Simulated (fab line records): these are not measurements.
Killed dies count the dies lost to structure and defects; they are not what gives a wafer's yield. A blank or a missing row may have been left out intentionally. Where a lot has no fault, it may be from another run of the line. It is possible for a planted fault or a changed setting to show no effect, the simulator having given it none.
2 desks looking at one fault / flow gf180mcu / numbers are kept per desk, each desk with only its own; the story behind them comes last

## METROLOGY DESK
Lot by lot, what the gauges showed, no matter which tool ran the lot: averages of those sampled wafers that carry a number. A lot is out of limits, marked OUT, if its mean lies more than 4 standard deviations from the usual mean; the brackets give that distance.
Columns: A = POLY_GATE_OXIDATION_THK at GF_POLY_GATE_THK_MEAS_17, usual 4.02 nm; B = HV_LDD_OVL at GF_HV_LDD_OVL_MEAS_08, usual -0.2 nm
lot=L763; first seen here=day 9 06:46; A=3.97; B=-0.7
lot=L764; first seen here=day 9 20:20; A=3.96; B=-0.6
lot=L765; first seen here=day 10 11:21; A=3.98; B=1.2
lot=L766; first seen here=day 10 11:21; A=4.04; B=0.2
lot=L767; first seen here=day 10 19:56; A=3.99; B=161.4 (+99 or more) OUT
lot=L770; first seen here=day 11 17:43; A=3.99; B=160.8 (+99 or more) OUT
lot=L771; first seen here=day 11 21:00; A=4.00; B=161.0 (+99 or more) OUT
lot=L772; first seen here=day 11 23:30; A=4.10; B=160.6 (+99 or more) OUT
lot=L776; first seen here=day 13 03:22; A=4.03; B=0.3
lot=L782; first seen here=day 14 17:32; A=3.96; B=-1.0
lot=L783; first seen here=day 14 23:20; A=4.05; B=1.1
lot=L784; first seen here=day 15 11:13; A=4.01; B=0.7
lot=L785; first seen here=day 15 16:15; A=3.93; B=-0.0
This desk's finding: out of limits on L767, L770, L771, L772; first on L767, day 11 14:56 (HV_LDD_OVL at GF_HV_LDD_OVL_MEAS_08). Within limits: L763, L764, L765, L766, L776, L782, L783, L784, L785.

## AT THE TOOL OWNER'S DESK: ilineStepper-01
The tool's own readings at GF_HV_LDD_EXPOSE_04 (exposes mask Nplus LV AREA, target cd 400 nm): means of the sampled wafers that have a number, for each lot that ran on this tool. A lot is out of limits, marked OUT, if its mean lies more than 4 standard deviations from the usual mean; the brackets give that distance.
Columns: A = reticleTempC at GF_HV_LDD_EXPOSE_04, usual 23.00 C
lot=L763; first seen here=day 9 16:08; A=22.98
lot=L764; first seen here=day 10 04:29; A=22.99
lot=L765; first seen here=day 10 19:40; A=23.07
lot=L767; first seen here=day 11 05:31; A=22.94
lot=L770; first seen here=day 12 03:55; A=23.03
lot=L771; first seen here=day 12 07:07; A=23.07
lot=L772; first seen here=day 12 09:35; A=23.14
This desk's verdict: no lot among the 7 shows anything out of limits.

## TAKEN TOGETHER
The metrology desk could have raised an alarm at day 11 14:56, on L767, L770, L771, L772.
The tool owner's desk saw nothing out of limits.
On record at the tool owner's desk: L767, L770, L771, L772, within its limits.
On ilineStepper-01, each named lot ran GF_HV_LDD_EXPOSE_04.

## WHAT THE SIMULATOR HAD PUT IN
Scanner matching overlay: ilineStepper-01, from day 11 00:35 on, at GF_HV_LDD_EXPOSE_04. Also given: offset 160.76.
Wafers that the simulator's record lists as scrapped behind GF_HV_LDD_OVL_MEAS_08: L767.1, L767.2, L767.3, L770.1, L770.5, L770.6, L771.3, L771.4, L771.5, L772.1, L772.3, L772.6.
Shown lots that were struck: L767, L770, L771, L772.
Delay in hours, fault start to first out-of-limits reading, per desk: metrology desk 14.
